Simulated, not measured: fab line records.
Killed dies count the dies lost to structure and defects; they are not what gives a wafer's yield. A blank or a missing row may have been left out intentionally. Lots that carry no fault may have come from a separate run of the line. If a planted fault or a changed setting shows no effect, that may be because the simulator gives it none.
Struck lot and sound lot, side by side :: flow sky130 :: 15 steps out of a route of 708
Sound: wafers L995.3, L995.4, L995.6. Struck: wafers L102.1, L102.3, L102.5. The cause is named last.
Order at every step that has rows: each side's tool, ch and its chambers, its first start. Under that, the readings that differ: sound wafers :: struck wafers :: difference of the means :: sigmas: that difference in standard deviations of wafers without a fault.
alike: words and numbers the same on both sides, and readings whose means are apart by under 2 such deviations; not compared: readings that were withheld, readings missing a value for some wafer, numbers with overlapping values and no deviation given by the record, and bounds like >300 which may hide the same value.
Wherever a step has rows on one side only, a row that says differs or no value, or a row with sigmas, the two part there. Non-overlapping numbers with no deviation appear without sigmas and do not part them. A reading missing from all wafers of one side parts the sides only when that side holds two or more wafers.

first, 7 steps without rows for these wafers: SKY_LDD_N_DEHYDRATE_00 (time 60 s); SKY_LDD_N_HMDS_01 (prime time 60 s); SKY_LDD_N_COAT_02 (resist thk 300 nm); SKY_LDD_N_SOFTBAKE_03 (time 60 s); SKY_LDD_N_EXPOSE_04 (exposes mask NTM, target cd 840 nm); SKY_LDD_N_PEB_05; SKY_LDD_N_DEVELOP_06 (develop time 60 s).
SKY_LDD_N_OVL_MEAS_07:
  sound on overlay-02 at day 18 17:03; struck on overlay-02 at day 21 06:00
  alike: LDD_N_OVL
then, 4 steps without rows for these wafers: SKY_LDD_N_IMPLANT_08; SKY_LDD_N_IMPLANT_09; SKY_LDD_N_IMPLANT_10; SKY_LDD_N_IMPLANT_11.
SKY_LDD_N_IMPLANT_12:
  sound on implanter-03 ch 0, day 18 17:44; struck on implanter-03 ch 0, day 21 06:38
reading: rotationDeg (degrees)
sound: -0.016 0.003 0.011
struck: 63.357 63.376 63.389
difference: +63.375
sigmas: +99 or more
  alike: beamOnS, doseIonsCm2
following that, these wafers have no rows for 1 step: SKY_LDD_N_IMPLANT_13.
-- the record jumps here: 27 days lie between the struck wafers' starts before and after (it left off in module LDD_N and takes up again in module PAD_OPEN, whose first step shown is number 708 of the route) --
SKY_PAD_OPEN_PROBE_99:
  sound on prober-02 at day 46 13:46; struck on prober-01 at day 48 05:33
reading: model.etest.nfet_01v8_lvt.vtSatV (V)
sound: 0.543 0.5295 0.5429
struck: 0.4888 0.4877 0.4855
difference: -0.0511
sigmas: 

reading: model.etest.nfet_01v8.vtSatV (V)
sound: 0.6472 0.6418 0.6562
struck: 0.6082 0.6056 0.6046
difference: -0.0423
sigmas: 

reading: model.etest.nfet_01v8_lvt.vtV (V)
sound: 0.6115 0.6012 0.6096
struck: 0.5879 0.5913 0.5902
difference: -0.0176
sigmas: 

reading: model.etest.nfet_01v8.vtV (V)
sound: 0.6981 0.6935 0.7021
struck: 0.6757 0.6775 0.6789
difference: -0.0205
sigmas: 

reading: model.etest.nfet_01v8_swapped.vtV (V)
sound: 0.6987 0.6933 0.7019
struck: 0.6769 0.6788 0.6806
difference: -0.0192
sigmas: 
  alike: killed_at_M0_to_M3, killed_at_M4_up, killedAtContacts, killedAtFrontEnd, killedAtOther, killedDies, killedOpen, killedShort
  not compared: model.etest.sramNfetPass.vtSatV

== WHERE THEY PART ==
Only at SKY_LDD_N_IMPLANT_12, as far as this record shows. Later steps at which nothing parts them and some readings are alike: SKY_PAD_OPEN_PROBE_99.

WHY: the cause the simulator had injected
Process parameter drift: implanter-03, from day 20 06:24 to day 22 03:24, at SKY_LDD_N_IMPLANT_12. The setting rotationDeg was moved by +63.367, starting from 0. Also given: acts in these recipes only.
